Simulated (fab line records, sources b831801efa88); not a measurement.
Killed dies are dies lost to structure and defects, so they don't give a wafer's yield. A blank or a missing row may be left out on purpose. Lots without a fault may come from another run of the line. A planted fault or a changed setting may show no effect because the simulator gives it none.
fab line records | flow gf180mcu
record lots=7 wafers=21 last_day=34
route steps=602 shown NSD@238 PSD@248
lots that met no fault: from a run of the same line without faults
start_h: hours from the record's first day to the start of the lot's first wafer shown | wait_h: hours since the lot's step before | " the same as in the row above | L1.1+2: a row that stands for several wafers | - no value, or no start given | * or withheld: withheld | < > ~ a bound
route shown NAME@n: a module of which the file shows steps, and the number in the route of the first | usual: mean/standard deviation of fault-free wafers | same: alike in all rows | chamber/n: place in a boat | sites: the reading at each site | _std_site: their standard deviation | _edge_site: outer sites' mean less inner sites' | radius_mm: how far each site lies from the wafer's centre | mask NAME#n: copy n | behind: the tool/chamber that last shaped the wafer | hold: why the lot was held/for how many hours/how that ended | device: the transistor (n, p or np) that didn't switch | end of line: the same wafers' tests at the end of the route | a step without rows: its recipe alone | killed: dies lost to structure and defects at the first sort, not the wafer's yield | map: a wafer's dies, x killed, . not, _ none there
set.NAME: the setting as run; set.NAME@STEP: as run at that earlier step | model.NAME: the simulator's own value behind a step, which no gauge read
lots at some steps of the route; a table a step, a row a wafer
services: from which hour (start_h, from the record's first day; less than 0 if before it) a tool's chamber was out of use, for how many hours, and why
## steps
# step GF_NSD_SOFTBAKE_03
# recipe temp_c=90 time_s=60 resist=NOVOLAK
# step GF_NSD_EXPOSE_04
# recipe mask_id=Nplus target_cd_nm=400 na=0.6 source_shape=conventional sigma_outer=0.6 dose_mj=140
# step GF_NSD_PEB_05
# recipe temp_c=withheld time_s=* resist=NOVOLAK
# step GF_NSD_DEVELOP_06
# recipe develop_time_s=60 dev_temp_c=23
# step GF_NSD_CD_MEAS_07
# recipe target_cd_nm=400
# usual cd_nm=399.1/2.2
# columns lot.wafer tool chamber start_h wait_h cd_nm
L242.2 cd_sem-02 - 310.59 0.1 399.6
L242.4 " - " " 401.8
L242.5 " - " " 400.7
L249.1 cd_sem-01 - 368.65 0.1 400.4
L249.3 " - " " 401.0
L249.4 " - " " 401.3
L250.2 cd_sem-02 - 382.52 0.1 397.3
L250.3 " - " " 396.7
L250.5 " - " " 398.6
L251.2 cd_sem-02 - 395.77 0.1 399.5
L251.3 " - " " 401.0
L251.4 " - " " 399.2
L257.4 cd_sem-02 - 436.31 0.1 397.6
L257.5 " - " " 396.5
L257.6 " - " " 394.5
L261.2 cd_sem-01 - 474.27 0.1 397.3
L261.4 " - " " 398.1
L261.5 " - " " 399.1
L262.3 cd_sem-01 - 479.59 0.1 396.0
L262.5 " - " " 399.6
L262.6 " - " " 398.7
# step GF_NSD_OVL_MEAS_08
# usual NSD_OVL=1.0/1.3
# columns lot.wafer tool chamber start_h wait_h NSD_OVL[nm]
L242.2 overlay-01 - 310.70 0.1 -0.1
L242.4 " - " " -1.4
L242.5 " - " " -0.5
L249.1 overlay-01 - 368.77 0.1 -1.1
L249.3 " - " " -1.2
L249.4 " - " " 0.0
L250.2 overlay-01 - 382.62 0.1 -0.4
L250.3 " - " " 1.3
L250.5 " - " " 1.8
L251.2 overlay-02 - 395.87 0.1 -0.4
L251.3 " - " " 0.8
L251.4 " - " " 0.4
L257.4 overlay-02 - 436.39 0.1 -0.1
L257.5 " - " " -0.4
L257.6 " - " " 2.2
L261.2 overlay-02 - 474.37 0.1 0.8
L261.4 " - " " 0.1
L261.5 " - " " -0.5
L262.3 overlay-01 - 479.68 0.1 2.2
L262.5 " - " " -0.2
L262.6 " - " " 1.2
# step GF_NSD_IMPLANT_09
# recipe species=As energy_kev=60 dose_cm2=4e+15 tilt_deg=7
# step GF_NSD_IMPLANT_10
# recipe species=P energy_kev=40 dose_cm2=5e+14 tilt_deg=7
# step GF_NSD_STRIP_11
# recipe chemistry=O2/N2 power_w=1400 pressure_mtorr=1500 platen_temp_c=250 o2_flow_sccm=3000 n2_flow_sccm=300 overash_fraction=0.5
# usual drypump_motor_current_A=5.6/0.48 heater_power_w=327/19 oes_product_au=0.486/0.0049 strip_time_to_endpoint_s=22.96/0.038
# columns lot.wafer tool chamber start_h wait_h drypump_motor_current_A heater_power_w oes_product_au rf_hours_counter_h strip_time_to_endpoint_s
L242.2 plasma_asher-03 0 311.03 0.1 5.7 316 0.485 18 22.99
L242.4 " 0 " " 5.7 319 0.491 - 22.97
L242.5 " 0 " " 5.7 312 0.485 - 22.99
L249.1 plasma_asher-03 0 369.10 0.1 5.6 320 0.487 24 22.94
L249.3 " 1 " " 5.6 284 0.482 - 22.96
L249.4 " 0 " " 5.6 304 0.493 - 22.93
L250.2 plasma_asher-04 0 382.95 0.1 5.4 329 0.487 75 22.92
L250.3 " 1 " " 6.1 340 0.497 - 22.96
L250.5 " 0 " " 5.4 329 0.486 - 22.91
L251.2 plasma_asher-02 0 396.20 0.1 6.0 343 0.486 73 22.98
L251.3 " 1 " " 4.8 329 0.488 - 22.93
L251.4 " 0 " " 6.0 343 0.477 - 22.97
L257.4 plasma_asher-04 0 436.74 0.1 5.4 330 0.487 - 22.98
L257.5 " 1 " " 6.1 337 0.485 - 22.94
L257.6 " 0 " " 5.4 331 0.485 - 22.97
L261.2 plasma_asher-02 1 474.70 0.1 4.8 317 0.489 4 22.99
L261.4 " 0 " " 6.0 325 0.480 - 23.02
L261.5 " 0 " " 6.0 328 0.489 - 22.96
L262.3 plasma_asher-02 0 480.04 0.1 6.0 334 0.489 - 22.99
L262.5 " 1 " " 4.8 327 0.486 - 22.99
L262.6 " 0 " " 5.9 320 0.488 - 23.00
# step GF_NSD_TW_MEAS_12
# usual NSD_TW=4234/26
# columns lot.wafer tool chamber start_h wait_h NSD_TW
L242.2 film_metro-04 - 311.14 0.1 4226
L242.4 " - " " 4250
L242.5 " - " " 4233
L249.1 film_metro-02 - 369.29 0.1 4176
L249.3 " - " " 4182
L249.4 " - " " 4198
L250.2 film_metro-04 - 383.06 0.1 4272
L250.3 " - " " 4270
L250.5 " - " " 4261
L251.2 film_metro-02 - 396.31 0.1 4178
L251.3 " - " " 4208
L251.4 " - " " 4212
L257.4 film_metro-03 - 436.83 0.1 4254
L257.5 " - " " 4223
L257.6 " - " " 4243
L261.2 film_metro-02 - 474.81 0.1 4216
L261.4 " - " " 4206
L261.5 " - " " 4214
L262.3 film_metro-03 - 480.12 0.1 4217
L262.5 " - " " 4230
L262.6 " - " " 4224
# step GF_PSD_DEHYDRATE_00
# recipe temp_c=200 time_s=60
# step GF_PSD_HMDS_01
# recipe prime_time_s=60 prime_temp_c=120
# step GF_PSD_COAT_02
# recipe resist=NOVOLAK spin_rpm=3000 resist_thk_nm=1000
# usual chill_plate_temp_C=23.03/0.11 dispense_pressure_kPa=48.2/2.2
# columns lot.wafer tool chamber start_h wait_h chill_plate_temp_C dispense_pressure_kPa
L242.2 litho_track-01 0 320.73 0.1 23.00 50.7
L242.4 " 0 " " 22.93 50.7
L242.5 " 0 " " 22.80 50.6
L249.1 litho_track-01 - 380.20 0.1 - -
L249.3 " - " " - -
L249.4 " - " " - -
L250.2 litho_track-04 - 393.97 0.1 - -
L250.3 " - " " - -
L250.5 " - " " - -
L251.2 litho_track-04 - 407.77 0.1 - -
L251.3 " - " " - -
L251.4 " - " " - -
L257.4 litho_track-01 0 449.02 0.1 23.07 50.7
L257.5 " 0 " " 23.05 50.7
L257.6 " 0 " " 22.80 50.6
L261.2 litho_track-04 0 486.07 0.1 22.91 45.6
L261.4 " 0 " " 22.93 45.6
L261.5 " 0 " " 22.98 45.6
L262.3 litho_track-03 0 491.65 0.1 23.09 47.2
L262.5 " 0 " " 22.98 47.2
L262.6 " 0 " " 23.10 47.2
# step GF_PSD_SOFTBAKE_03
# recipe temp_c=90 time_s=60 resist=NOVOLAK
# step GF_PSD_EXPOSE_04
# recipe mask_id=Pplus target_cd_nm=400 na=0.6 source_shape=conventional sigma_outer=0.6 dose_mj=140
# step GF_PSD_PEB_05
# recipe temp_c=withheld time_s=* resist=NOVOLAK
# step GF_PSD_DEVELOP_06
# recipe develop_time_s=60 dev_temp_c=23
# step GF_PSD_CD_MEAS_07
# recipe target_cd_nm=400
# usual cd_nm=400.0/2.6
# columns lot.wafer tool chamber start_h wait_h cd_nm
L242.2 cd_sem-02 - 331.87 0.1 397.8
L242.4 " - " " 397.1
L242.5 " - " " 397.1
L249.1 cd_sem-01 - 391.94 0.1 -
L249.3 " - " " -
L249.4 " - " " -
L250.2 cd_sem-01 - 405.66 0.1 -
L250.3 " - " " -
L250.5 " - " " -
L251.2 cd_sem-02 - 419.37 0.1 -
L251.3 " - " " -
L251.4 " - " " -
L257.4 cd_sem-01 - 461.01 0.1 399.8
L257.5 " - " " 396.8
L257.6 " - " " 399.3
L261.2 cd_sem-02 - 498.31 0.1 399.1
L261.4 " - " " 401.8
L261.5 " - " " 399.1
L262.3 cd_sem-01 - 504.13 0.1 401.6
L262.5 " - " " 399.4
L262.6 " - " " 399.1
# step GF_PSD_OVL_MEAS_08
# usual PSD_OVL=0.5/1.4
# columns lot.wafer tool chamber start_h wait_h PSD_OVL[nm]
L242.2 overlay-01 - 331.97 0.1 -1.3
L242.4 " - " " -0.2
L242.5 " - " " -1.1
L249.1 overlay-02 - 392.06 0.1 -
L249.3 " - " " -
L249.4 " - " " -
L250.2 overlay-01 - 405.77 0.1 -
L250.3 " - " " -
L250.5 " - " " -
L251.2 overlay-02 - 419.47 0.1 -
L251.3 " - " " -
L251.4 " - " " -
L257.4 overlay-01 - 461.08 0.1 -0.1
L257.5 " - " " -0.3
L257.6 " - " " 0.3
L261.2 overlay-02 - 498.42 0.1 1.3
L261.4 " - " " 2.0
L261.5 " - " " 0.2
L262.3 overlay-01 - 504.22 0.1 -0.1
L262.5 " - " " 2.4
L262.6 " - " " 2.2
## services
# columns tool chamber start_h hours kind
plasma_asher-03 - 287.45 3.0 repair
litho_track-04 - 314.15 - consumable_replace:filter
plasma_asher-02 - 421.25 9.0 pm
plasma_asher-02 0 421.25 9.0 vent_cycle
plasma_asher-02 1 421.25 9.0 vent_cycle
plasma_asher-02 0 430.25 - clean
plasma_asher-02 1 430.25 - clean
plasma_asher-02 - 440.26 1.0 repair
plasma_asher-04 - 448.14 0.6 repair
plasma_asher-04 - 483.29 1.3 repair
plasma_asher-04 - 490.10 1.0 repair
## key
first_sign step=GF_PSD_COAT_02 reading=tool_record direction=missing
effect step=GF_PSD_CD_MEAS_07 reading=cd_nm direction=missing
effect step=GF_PSD_OVL_MEAS_08 reading=PSD_OVL direction=missing
met_at GF_PSD_COAT_02
struck_wafers L249.1,L249.3,L249.4,L250.2,L250.3,L250.5,L251.2,L251.3,L251.4
sort_left_out L249.1,L249.3,L249.4,L250.2,L250.3,L250.5,L251.2,L251.3,L251.4
tester_left_out L249,L250,L251
onset_between 320.73 380.20
fault kind=skipped_step_whole tool=litho_track-01,litho_track-04 chamber=- onset_h=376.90 steps=GF_PSD_COAT_02 scope=struck_lots_only
# tester_left_out: of these lots the tester's yield and bins aren't shown, on N5 and GAA mostly nor the transistor test; their killed dies are dies lost to structure and defects alone, not to doping, threshold or leakage, so they don't give the yield
# sort_left_out: the simulated sort isn't trusted on such a fault, so these wafers' sort isn't shown, and their yield isn't known
